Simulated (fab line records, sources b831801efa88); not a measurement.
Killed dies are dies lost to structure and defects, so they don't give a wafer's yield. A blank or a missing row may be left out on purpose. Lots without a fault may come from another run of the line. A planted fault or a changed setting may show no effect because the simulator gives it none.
Chamber matching | flow sky130 | SKY_FIELD_ISO_ETCH_17 on rie_si-01: 4 sister chambers
The step etches Si in HBr/Cl2/O2, target depth 342 nm, time 97.7 s. 18 wafers are shown with their chamber, then 9 later ones without.

WAFERS WITH THEIR CHAMBER
wafer  | chamber | drypump_motor_current_A (A) | oes_product_au (a.u.) | O2_flow_sccm (sccm)
L418.3 | 1       | 5.6                         | 1.010                 | 5.987
L418.4 | 2       | 5.2                         | 1.022                 | 6.003
L418.5 | 0       | 5.4                         | 0.991                 | 5.998
L419.1 | 2       | 5.1                         | 1.003                 | 6.016
L419.2 | 3       | 5.9                         | 1.030                 | 6.003
L419.5 | 3       | 6.0                         | 1.029                 | 6.024
L423.1 | 1       | 5.6                         | 1.007                 | 5.994
L423.2 | 3       | 5.9                         | 1.013                 | 5.989
L423.5 | 3       | 5.9                         | 1.019                 | 5.999
L424.1 | 3       | 5.9                         | 1.027                 | 6.021
L424.3 | 0       | 5.4                         | 0.995                 | 5.991
L424.5 | 0       | 5.4                         | 1.010                 | 5.994
L430.1 | 0       | 5.4                         | 0.994                 | 6.003
L430.2 | 3       | 5.9                         | 1.029                 | 6.003
L430.4 | 2       | 5.2                         | 0.999                 | 6.008
L431.2 | 2       | 5.2                         | 1.020                 | 5.999
L431.4 | 3       | 5.9                         | 1.014                 | 5.977
L431.6 | 3       | 5.9                         | 1.031                 | 5.997

SIGNATURES (means of the wafers above)
reading                 | chamber 0 | chamber 1 | chamber 2 | chamber 3 | scatter within a chamber
drypump_motor_current_A | 5.400     | 5.600     | 5.175     | 5.913     | 0.0341
oes_product_au          | 0.99750   | 1.00850   | 1.01100   | 1.02400   | 0.00854
O2_flow_sccm            | 5.99650   | 5.99050   | 6.00650   | 6.00162   | 0.0118
Rule: a wafer's distance from a chamber is the root of the sum, over the readings, of the square of ((its reading less the chamber's mean) divided by the reading's scatter). The wafer belongs to the nearest chamber; if the next one is less than 2 further off, it can't be placed. The scatter: the root of (the sum of the squares of (reading less its chamber's mean) over the shown wafers, divided by (wafers less chambers)).

WAFERS WITHOUT THEIR CHAMBER
wafer  | drypump_motor_current_A (A) | oes_product_au (a.u.) | O2_flow_sccm (sccm)
L435.2 | 5.4                         | 0.993                 | 5.958
L435.4 | 5.6                         | 1.012                 | 6.009
L435.5 | 5.6                         | 1.017                 | 6.032
L437.1 | 5.5                         | 1.016                 | 6.019
L437.3 | 5.9                         | 1.016                 | 5.948
L437.5 | 5.9                         | 1.019                 | 6.015
L438.1 | 5.2                         | 1.010                 | 5.996
L438.3 | 5.4                         | 0.996                 | 5.975
L438.4 | 6.0                         | 1.013                 | 6.001

WHICH CHAMBER EACH WENT THROUGH
wafer  | from the rows above     | in truth
L435.2 | 0                       | 0
L435.4 | 1                       | 1
L435.5 | 1                       | 1
L437.1 | can't be placed: 1 or 0 | 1
L437.3 | 3                       | 3
L437.5 | 3                       | 3
L438.1 | 2                       | 2
L438.3 | 0                       | 0
L438.4 | 3                       | 3
Placed correctly: 8 of 9. Can't be placed from these rows: 1 (the true chamber is among the candidates in 1). Placed wrongly: 0.
